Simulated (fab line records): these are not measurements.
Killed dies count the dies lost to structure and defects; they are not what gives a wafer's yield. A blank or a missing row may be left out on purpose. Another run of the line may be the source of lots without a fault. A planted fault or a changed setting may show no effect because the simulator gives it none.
8D (eight disciplines) problem report, filled in by code    flow sky130    the parts of the form that need people (team, actions taken, sign-off) are left out

## 1. WHAT WENT WRONG
Wafers without a fault read 119.11 s, standard deviation 0.13; runLengthS at SKY_VIA2_SOFTBAKE_08 reads a mean of 106.88 s on 3 wafers belonging to 3 lots. Measured from the usual mean, that is -94 standard deviations.
The step: time 90 s.
First observed at day 39 04:00: wafer L183.1, on lithoTrack-04. At this step, 35 wafers from 12 lots have a number in the record. Rule for "out" (also "out of limits"): further than 4 standard deviations from the usual mean. The rest of the wafers with a number are treated as sound.

## 2. WHAT THIS IS AND IS NOT
question                     is                             is not
which readings at this step  runLengthS, heaterPowerTotalW  -
which lots                   L183, L185, L186               L172, L173, L174, L176, L188, L191, L192, L193, L195
which wafers of those lots   L183.1, L185.1, L186.1         L183.4, L185.2, L185.3, L186.3, L186.4
read on which tools          lithoTrack-04                  lithoTrack-02, lithoTrack-03
when                         from day 39 04:00              up to then (13 sound wafers); but 19 sound wafers of L185, L186, L188, L191, L192, L193, L195 came after

## 3. THE SUSPECTS, EACH WITH WHAT RULES IT OUT
Counting: a tool at a process step up to the reading stays a suspect if it ran every lot that is out. Sound lots after the first of them don't rule it out here, since some wafers of a struck lot are sound.
- lithoTrack-04 at SKY_VIA2_SOFTBAKE_08 (time 90 s): kept. Ran every lot that is out, first one L183 (day 39 04:00); last sound lot up to then L176 (day 37 05:00). Out on those wafers are its own readings of heaterPowerTotalW, runLengthS.
The count leaves lithoTrack-04 at SKY_VIA2_SOFTBAKE_08.

## 4. THE CAUSE (what the simulator had put in)
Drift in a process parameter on lithoTrack-04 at SKY_VIA2_SOFTBAKE_08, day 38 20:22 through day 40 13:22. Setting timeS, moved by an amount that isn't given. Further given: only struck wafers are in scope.
Only this tool survived the counting.

## 5. THE CHAIN OF EFFECTS, in route order
Each row: a reading whose mean over the struck wafers that have a number lies more than 3 standard deviations from the usual. Readings are gone through only where the record gives a usual standard deviation; hours: the median, over the lots, of the time from a lot's start at the first step in this table giving one to that lot's start at this step; sigmas: the change measured in usual standard deviations.
hours  step                  reading            usual     on struck wafers  change  sigmas
0      SKY_VIA2_SOFTBAKE_08  heaterPowerTotalW  57.35 W   60.06             +2.71   +25
0      SKY_VIA2_SOFTBAKE_08  runLengthS         119.11 s  106.88            -12.23  -94
It contains these process steps:
- SKY_VIA2_SOFTBAKE_08: time 90 s.

## 6. HOW IT WOULD HAVE BEEN CAUGHT EARLIER
The fault began at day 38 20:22; the first out-of-limits reading in this record came at day 39 04:00, 8 hours later.
